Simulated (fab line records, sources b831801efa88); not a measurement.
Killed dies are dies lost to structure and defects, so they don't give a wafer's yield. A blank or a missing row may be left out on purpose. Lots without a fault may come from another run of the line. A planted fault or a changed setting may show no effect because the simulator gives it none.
Which tool did it? | flow gf180mcu | 24 lots, 72 wafers sampled, at 5 steps of a route of 602

WHAT THE GAUGES READ, wafer by wafer
GF_M2_THK_MEAS_06: measures by xrf. Usual: M2_ALCU_THK 462 nm, standard deviation 3.8.
lot  | measured     | on            | M2_ALCU_THK (nm) | flag
L074 | day 18 02:00 | film_metro-02 | 460 460 458      |
L075 | day 18 12:49 | film_metro-04 | 461 466 458      |
L076 | day 18 23:49 | film_metro-02 | 454 456 459      |
L077 | day 19 13:07 | film_metro-02 | 454 460 462      |
L078 | day 19 21:32 | film_metro-02 | 462 455 461      |
L079 | day 20 03:20 | film_metro-04 | 459 458 457      |
L080 | day 20 13:07 | film_metro-02 | 462 459 463      |
L081 | day 20 22:46 | film_metro-04 | 458 462 454      |
L082 | day 21 08:39 | film_metro-03 | 467 464 467      |
L083 | day 21 15:54 | film_metro-02 | 457 464 459      |
L084 | day 22 02:29 | film_metro-04 | 462 463 470      |
L085 | day 22 13:58 | film_metro-04 | 461 459 459      |
L086 | day 22 17:47 | film_metro-03 | 462 461 462      |
L087 | day 23 00:22 | film_metro-03 | 463 471 460      |
L088 | day 23 10:49 | film_metro-04 | 459 455 459      |
L089 | day 23 19:18 | film_metro-03 | 464 467 467      |
L090 | day 24 03:12 | film_metro-04 | 465 464 465      |
L091 | day 24 11:37 | film_metro-02 | 465 464 460      |
L092 | day 24 23:21 | film_metro-02 | 460 463 462      |
L093 | day 25 00:23 | film_metro-02 | 461 466 465      |
L094 | day 25 06:49 | film_metro-03 | 462 467 462      |
L095 | day 25 16:23 | film_metro-02 | 456 457 461      |
L096 | day 25 21:19 | film_metro-02 | 462 463 465      |
L097 | day 26 05:08 | film_metro-03 | 467 466 467      |

GF_V2_CD_MEAS_14: target cd 260 nm. Usual: cd_nm 259.8 nm, standard deviation 1.1.
lot  | measured     | on        | cd_nm (nm)        | flag
L074 | day 20 03:30 | cd_sem-01 | 262.1 260.2 260.4 |
L075 | day 20 14:48 | cd_sem-01 | 258.6 258.3 258.3 |
L076 | day 21 01:01 | cd_sem-02 | 259.4 259.7 259.4 |
L077 | day 21 14:48 | cd_sem-01 | 258.2 259.8 259.9 |
L078 | day 21 23:17 | cd_sem-01 | 259.5 260.4 258.4 |
L079 | day 22 04:52 | cd_sem-02 | 259.2 259.2 258.3 |
L080 | day 22 13:49 | cd_sem-02 | 260.6 260.1 259.8 |
L081 | day 23 00:12 | cd_sem-01 | 258.4 259.6 258.5 |
L082 | day 23 08:44 | cd_sem-02 | 258.9 258.2 259.0 |
L083 | day 23 15:04 | cd_sem-02 | 260.3 259.4 260.0 |
L084 | day 24 02:17 | cd_sem-01 | 261.1 260.1 261.0 |
L085 | day 24 12:01 | cd_sem-01 | 261.0 260.7 260.6 |
L086 | day 24 15:45 | cd_sem-02 | 259.5 259.9 259.6 |
L087 | day 24 22:04 | cd_sem-01 | 261.4 261.8 261.8 |
L088 | day 25 08:25 | cd_sem-01 | 259.7 259.9 260.6 |
L089 | day 25 16:32 | cd_sem-02 | 260.2 260.3 260.8 |
L090 | day 25 23:36 | cd_sem-01 | 258.9 258.2 260.0 |
L091 | day 26 07:46 | cd_sem-01 | 259.4 258.3 259.4 |
L092 | day 26 20:03 | cd_sem-02 | 260.4 261.4 260.6 |
L093 | day 26 19:42 | cd_sem-02 | 259.4 262.3 260.0 |
L094 | day 27 02:34 | cd_sem-01 | 259.8 260.0 259.7 |
L095 | day 27 10:53 | cd_sem-01 | 258.2 258.4 258.5 |
L096 | day 27 15:07 | cd_sem-02 | 258.3 259.6 259.0 |
L097 | day 27 22:50 | cd_sem-02 | 260.7 260.5 260.2 |

GF_V2_THK_MEAS_25: measures by xrf. Usual: V2_W_THK 355 nm, standard deviation 6.9.
lot  | measured     | on            | V2_W_THK (nm) | flag
L074 | day 20 04:39 | film_metro-02 | 353 353 348   |
L075 | day 20 15:57 | film_metro-01 | 359 356 358   |
L076 | day 21 02:11 | film_metro-04 | 352 358 352   |
L077 | day 21 16:04 | film_metro-04 | 356 358 354   |
L078 | day 22 00:25 | film_metro-04 | 343 345 342   |
L079 | day 22 06:01 | film_metro-04 | 349 346 353   |
L080 | day 22 15:00 | film_metro-04 | 355 346 348   |
L081 | day 23 01:21 | film_metro-01 | 358 355 360   |
L082 | day 23 09:53 | film_metro-02 | 349 355 354   |
L083 | day 23 16:12 | film_metro-04 | 354 349 352   |
L084 | day 24 03:47 | film_metro-04 | 357 351 353   |
L085 | day 24 13:10 | film_metro-01 | 366 368 364   |
L086 | day 24 16:54 | film_metro-01 | 362 362 361   |
L087 | day 24 23:23 | film_metro-04 | 346 347 343   |
L088 | day 25 09:35 | film_metro-01 | 372 368 369   |
L089 | day 25 17:41 | film_metro-04 | 354 353 351   |
L090 | day 26 00:44 | film_metro-04 | 358 357 359   |
L091 | day 26 08:56 | film_metro-04 | 357 359 355   |
L092 | day 26 21:19 | film_metro-01 | 351 360 359   |
L093 | day 26 20:51 | film_metro-01 | 356 357 357   |
L094 | day 27 03:49 | film_metro-04 | 353 353 350   |
L095 | day 27 12:04 | film_metro-04 | 350 348 342   |
L096 | day 27 16:16 | film_metro-04 | 340 343 341   |
L097 | day 28 00:22 | film_metro-01 | 360 364 360   |

WHICH TOOL RAN EACH LOT (tool, then ch and the chambers of the sampled wafers, then the start)
lot  | GF_V1_SPUTTER_21             | GF_M2_SPUTTER_01
L074 | pvd_sputter-01, day 18 00:58 | pvd_sputter-04, day 18 01:46
L075 | pvd_sputter-01, day 18 11:45 | pvd_sputter-04, day 18 12:33
L076 | pvd_sputter-04, day 18 22:39 | pvd_sputter-03, day 18 23:34
L077 | pvd_sputter-03, day 19 11:24 | pvd_sputter-04, day 19 12:53
L078 | pvd_sputter-01, day 19 20:29 | pvd_sputter-03, day 19 21:17
L079 | pvd_sputter-03, day 20 02:18 | pvd_sputter-02, day 20 03:05
L080 | pvd_sputter-04, day 20 12:04 | pvd_sputter-02, day 20 12:52
L081 | pvd_sputter-03, day 20 21:41 | pvd_sputter-02, day 20 22:29
L082 | pvd_sputter-04, day 21 07:37 | pvd_sputter-04, day 21 08:25
L083 | pvd_sputter-04, day 21 14:51 | pvd_sputter-03, day 21 15:39
L084 | pvd_sputter-03, day 22 01:26 | pvd_sputter-04, day 22 02:15
L085 | pvd_sputter-04, day 22 12:53 | pvd_sputter-03, day 22 13:42
L086 | pvd_sputter-04, day 22 16:45 | pvd_sputter-02, day 22 17:33
L087 | pvd_sputter-04, day 22 23:19 | pvd_sputter-03, day 23 00:07
L088 | pvd_sputter-01, day 23 09:46 | pvd_sputter-04, day 23 10:33
L089 | pvd_sputter-03, day 23 18:16 | pvd_sputter-03, day 23 19:04
L090 | pvd_sputter-03, day 24 02:10 | pvd_sputter-02, day 24 02:57
L091 | pvd_sputter-04, day 24 10:34 | pvd_sputter-04, day 24 11:21
L092 | pvd_sputter-01, day 24 22:19 | pvd_sputter-03, day 24 23:06
L093 | pvd_sputter-01, day 24 23:20 | pvd_sputter-04, day 25 00:08
L094 | pvd_sputter-04, day 25 05:38 | pvd_sputter-03, day 25 06:26
L095 | pvd_sputter-04, day 25 15:22 | pvd_sputter-02, day 25 16:09
L096 | pvd_sputter-04, day 25 20:16 | pvd_sputter-03, day 25 21:03
L097 | pvd_sputter-04, day 26 04:06 | pvd_sputter-04, day 26 04:53
- GF_V1_SPUTTER_21: material Ti, target thk 15 nm, time 80.02 s.
- GF_M2_SPUTTER_01: material TiN, target thk 30 nm, time 25 s.

WHAT THE TOOLS THEMSELVES READ (means of the sampled wafers that have a number; where no wafer has one, the mark that the record gives instead)
GF_V1_SPUTTER_21. Usual: throttle_valve_pct 30.1 %, standard deviation 0.84.
lot  | tool           | throttle_valve_pct (%) | flag
L074 | pvd_sputter-01 | 29.8                   |
L075 | pvd_sputter-01 | 29.6                   |
L076 | pvd_sputter-04 | 30.4                   |
L077 | pvd_sputter-03 | 29.3                   |
L078 | pvd_sputter-01 | 29.4                   |
L079 | pvd_sputter-03 | 29.6                   |
L080 | pvd_sputter-04 | 30.6                   |
L081 | pvd_sputter-03 | 29.6                   |
L082 | pvd_sputter-04 | 30.6                   |
L083 | pvd_sputter-04 | 30.8                   |
L084 | pvd_sputter-03 | 29.7                   |
L085 | pvd_sputter-04 | 30.6                   |
L086 | pvd_sputter-04 | 30.7                   |
L087 | pvd_sputter-04 | 30.6                   |
L088 | pvd_sputter-01 | 29.3                   |
L089 | pvd_sputter-03 | 29.6                   |
L090 | pvd_sputter-03 | 29.1                   |
L091 | pvd_sputter-04 | 30.8                   |
L092 | pvd_sputter-01 | 30.0                   |
L093 | pvd_sputter-01 | 30.2                   |
L094 | pvd_sputter-04 | 30.6                   |
L095 | pvd_sputter-04 | 30.8                   |
L096 | pvd_sputter-04 | 30.6                   |
L097 | pvd_sputter-04 | 30.8                   |

GF_M2_SPUTTER_01. Usual: throttle_valve_pct 30.0 %, standard deviation 1.
lot  | tool           | throttle_valve_pct (%) | flag
L074 | pvd_sputter-04 | 30.6                   |
L075 | pvd_sputter-04 | 30.5                   |
L076 | pvd_sputter-03 | 29.3                   |
L077 | pvd_sputter-04 | 30.7                   |
L078 | pvd_sputter-03 | 29.7                   |
L079 | pvd_sputter-02 | 29.8                   |
L080 | pvd_sputter-02 | 28.2                   |
L081 | pvd_sputter-02 | 29.7                   |
L082 | pvd_sputter-04 | 30.6                   |
L083 | pvd_sputter-03 | 29.3                   |
L084 | pvd_sputter-04 | 30.8                   |
L085 | pvd_sputter-03 | 29.4                   |
L086 | pvd_sputter-02 | 29.9                   |
L087 | pvd_sputter-03 | 29.8                   |
L088 | pvd_sputter-04 | 30.4                   |
L089 | pvd_sputter-03 | 29.7                   |
L090 | pvd_sputter-02 | 29.4                   |
L091 | pvd_sputter-04 | 30.7                   |
L092 | pvd_sputter-03 | 29.4                   |
L093 | pvd_sputter-04 | 30.5                   |
L094 | pvd_sputter-03 | 29.7                   |
L095 | pvd_sputter-02 | 30.1                   |
L096 | pvd_sputter-03 | 29.7                   |
L097 | pvd_sputter-04 | 30.5                   |

THE ANSWER, worked out from the rows above alone
Rule: a lot is off if the mean of its wafers that have a number lies more than 3 standard deviations from the usual mean. A lot without any number at a reading at which 4 lots or more have one is off too. The other lots that the step has rows for count as sound. The gauges are gone through in route order, then the tools' own readings, and for those a lot's mean is taken as printed above. The first step at which some lot is off is used, and at that step the reading that is off furthest; a lot without a number counts as furthest.
No lot is off at any reading shown: from this, nothing can be told.

WHAT THE SIMULATOR HAD PUT IN
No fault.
